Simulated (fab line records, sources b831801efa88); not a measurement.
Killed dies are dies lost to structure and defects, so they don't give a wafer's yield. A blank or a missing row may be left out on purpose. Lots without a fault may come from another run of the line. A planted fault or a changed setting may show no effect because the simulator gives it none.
Which tool did it? | flow gf180mcu | 15 lots, 45 wafers sampled, at 5 steps of a route of 602

WHAT THE GAUGES READ, wafer by wafer
GF_HV_LDD_CD_MEAS_07: target cd 400 nm. Usual: cd_nm 400.2 nm, standard deviation 2.4.
lot  | measured     | on        | cd_nm (nm)        | flag
L380 | day 9 17:26  | cd_sem-02 | 399.4 398.9 398.6 |
L381 | day 10 18:07 | cd_sem-01 | 401.3 399.7 402.4 |
L382 | day 11 01:51 | cd_sem-01 | 394.7 397.8 397.4 |
L383 | day 11 02:10 | cd_sem-02 | 400.2 397.7 398.3 |
L388 | day 12 22:19 | cd_sem-01 | 398.1 396.5 398.8 |
L390 | day 13 00:20 | cd_sem-01 | 402.2 402.5 403.0 |
L391 | day 13 09:51 | cd_sem-02 | 404.4 401.2 401.5 |
L392 | day 13 15:16 | cd_sem-02 | 400.5 401.4 401.4 |
L393 | day 14 05:27 | cd_sem-02 | 401.5 402.2 400.1 |
L394 | day 14 10:58 | cd_sem-02 | 400.1 399.3 400.9 |
L395 | day 14 18:36 | cd_sem-02 | 400.1 401.3 399.9 |
L397 | day 15 12:34 | cd_sem-02 | 402.1 401.8 401.0 |
L398 | day 16 00:04 | cd_sem-01 | 404.8 405.0 404.2 |
L401 | day 16 15:45 | cd_sem-02 | 401.1 400.6 402.8 |
L402 | day 16 20:07 | cd_sem-02 | 400.5 401.5 398.3 |

GF_HV_LDD_OVL_MEAS_47. Usual: HV_LDD_03_OVL -0.1 nm, standard deviation 1.4.
lot  | measured     | on         | HV_LDD_03_OVL (nm) | flag
L380 | day 12 00:49 | overlay-02 | -1.2 -1.7 -0.2     |
L381 | day 13 04:02 | overlay-01 | -1.4 -0.8 -3.0     |
L382 | day 13 12:35 | overlay-01 | 0.6 2.6 0.9        |
L383 | day 13 13:17 | overlay-01 | 0.0 1.1 0.7        |
L388 | day 15 13:04 | overlay-02 | -0.6 -0.3 0.1      |
L390 | day 15 16:19 | overlay-01 | 0.1 -1.8 -2.2      |
L391 | day 16 02:29 | overlay-01 | 0.9 2.7 0.5        |
L392 | day 16 06:28 | overlay-02 | -0.7 -1.4 -0.6     |
L393 | day 17 00:46 | overlay-01 | -1.0 2.0 1.7       |
L394 | day 17 04:53 | overlay-02 | 1.7 1.2 1.0        |
L395 | day 17 14:02 | overlay-02 | -1.5 0.8 -0.3      |
L397 | day 18 08:41 | overlay-01 | 3.2 1.4 -0.4       |
L398 | day 18 21:41 | overlay-01 | -1.3 1.3 0.7       |
L401 | day 19 15:47 | overlay-01 | -1.4 -2.1 -1.8     |
L402 | day 19 19:59 | overlay-02 | -1.0 -2.2 -2.9     |

GF_NSD_OVL_MEAS_08. Usual: NSD_OVL 0.1 nm, standard deviation 1.3.
lot  | measured     | on         | NSD_OVL (nm)                        | flag
L380 | day 12 23:22 | overlay-02 | -0.1 -0.5 0.5                       |
L381 | day 14 03:49 | overlay-02 | -1.2 0.0 0.4                        |
L382 | day 14 13:22 | overlay-01 | -1.0 -0.5 -1.7                      |
L383 | day 14 14:48 | overlay-02 | -3.0 -0.9 -3.8                      |
L388 | day 16 15:29 | overlay-02 | -0.7 -0.7 -1.3                      |
L390 | day 16 17:25 | overlay-02 | 185.9 187.5 184.6 185.8 186.9 184.4 | OFF
L391 | day 17 04:28 | overlay-01 | 186.2 185.6 186.0 185.9 185.3 185.6 | OFF
L392 | day 17 08:10 | overlay-02 | 184.1 185.1 184.5 183.7 185.3 184.3 | OFF
L393 | day 18 03:34 | overlay-01 | -0.2 0.5 1.0                        |
L394 | day 18 06:55 | overlay-01 | 2.2 2.2 1.5                         |
L395 | day 18 17:17 | overlay-02 | -0.1 -0.3 -3.6                      |
L397 | day 19 12:02 | overlay-01 | -1.0 1.4 0.9                        |
L398 | day 20 01:55 | overlay-02 | 0.1 1.3 -1.6                        |
L401 | day 20 19:04 | overlay-02 | -2.5 -0.4 -0.1                      |
L402 | day 20 23:22 | overlay-02 | -0.8 -2.9 0.6                       |

GF_PSD_CD_MEAS_07: target cd 400 nm. Usual: cd_nm 400.4 nm, standard deviation 2.6.
lot  | measured     | on        | cd_nm (nm)        | flag
L380 | day 13 19:48 | cd_sem-02 | 401.1 399.2 399.6 |
L381 | day 15 02:45 | cd_sem-01 | 397.3 397.1 397.3 |
L382 | day 15 10:55 | cd_sem-01 | 401.5 402.6 402.6 |
L383 | day 15 11:56 | cd_sem-01 | 399.2 398.7 398.0 |
L388 | day 17 14:28 | cd_sem-02 | 397.6 398.7 399.1 |
L393 | day 19 03:23 | cd_sem-01 | 402.4 399.8 400.3 |
L394 | day 19 07:28 | cd_sem-01 | 400.9 399.1 400.9 |
L395 | day 19 17:33 | cd_sem-02 | 401.1 400.6 400.9 |
L397 | day 20 12:31 | cd_sem-02 | 397.8 397.6 397.2 |
L398 | day 21 02:32 | cd_sem-02 | 399.9 400.8 399.2 |
L401 | day 21 19:05 | cd_sem-02 | 405.0 405.0 403.1 |
L402 | day 21 23:38 | cd_sem-02 | 400.8 402.8 400.7 |

WHICH TOOL RAN EACH LOT (tool, then ch and the chambers of the sampled wafers, then the start)
lot  | GF_NSD_EXPOSE_04
L380 | iline_stepper-01 ch 0, day 12 13:42
L381 | iline_stepper-02 ch 0, day 13 17:58
L382 | iline_stepper-01 ch 0, day 14 02:28
L383 | iline_stepper-02 ch 0, day 14 04:20
L388 | iline_stepper-02 ch 0, day 16 03:38
L390 | iline_stepper-01 ch 0, day 16 06:14
L391 | iline_stepper-01 ch 0, day 16 17:06
L392 | iline_stepper-01 ch 0, day 16 20:59
L393 | iline_stepper-02 ch 0, day 17 15:51
L394 | iline_stepper-02 ch 0, day 17 19:40
L395 | iline_stepper-02 ch 0, day 18 05:02
L397 | iline_stepper-02 ch 0, day 18 23:22
L398 | iline_stepper-02 ch 0, day 19 13:28
L401 | iline_stepper-02 ch 0, day 20 07:19
L402 | iline_stepper-02 ch 0, day 20 10:38
- GF_NSD_EXPOSE_04: exposes mask Nplus, target cd 400 nm.

WHAT THE TOOLS THEMSELVES READ (means of the sampled wafers that have a number; where no wafer has one, the mark that the record gives instead)
GF_NSD_EXPOSE_04. Usual: exposure_dose_mJ_cm2 139.97, standard deviation 0.13.
lot  | tool             | exposure_dose_mJ_cm2 | flag
L380 | iline_stepper-01 | 139.93               |
L381 | iline_stepper-02 | 139.98               |
L382 | iline_stepper-01 | 140.06               |
L383 | iline_stepper-02 | 139.94               |
L388 | iline_stepper-02 | 140.11               |
L390 | iline_stepper-01 | 139.82               |
L391 | iline_stepper-01 | 140.01               |
L392 | iline_stepper-01 | 139.98               |
L393 | iline_stepper-02 | 140.13               |
L394 | iline_stepper-02 | 139.92               |
L395 | iline_stepper-02 | 140.02               |
L397 | iline_stepper-02 | 139.96               |
L398 | iline_stepper-02 | 140.01               |
L401 | iline_stepper-02 | 139.96               |
L402 | iline_stepper-02 | 139.86               |

THE ANSWER, worked out from the rows above alone
Rule: a lot is off if the mean of its wafers that have a number lies more than 3 standard deviations from the usual mean. A lot without any number at a reading at which 4 lots or more have one is off too. The other lots that the step has rows for count as sound. The gauges are gone through in route order, then the tools' own readings, and for those a lot's mean is taken as printed above. The first step at which some lot is off is used, and at that step the reading that is off furthest; a lot without a number counts as furthest.
Off: L390, L391, L392, at GF_NSD_OVL_MEAS_08 (NSD_OVL).
A tool fits if, at a process step before that reading, it ran every lot that is off, and no sound lot after the first of them. The gauges at GF_NSD_OVL_MEAS_08 are tried like those tools. One fits: iline_stepper-01 at GF_NSD_EXPOSE_04. Its last sound lot is L382 (day 14 02:28), its first lot that is off L390 (day 16 06:14): a fault that began between those two fits.

WHAT THE SIMULATOR HAD PUT IN
Scanner matching overlay: iline_stepper-01, from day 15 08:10 on, at GF_NSD_EXPOSE_04. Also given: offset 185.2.
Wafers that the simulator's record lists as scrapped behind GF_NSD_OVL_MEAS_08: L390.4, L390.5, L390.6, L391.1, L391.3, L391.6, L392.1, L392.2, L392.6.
Lots struck among those shown: L390, L391, L392. The rule above found the same.
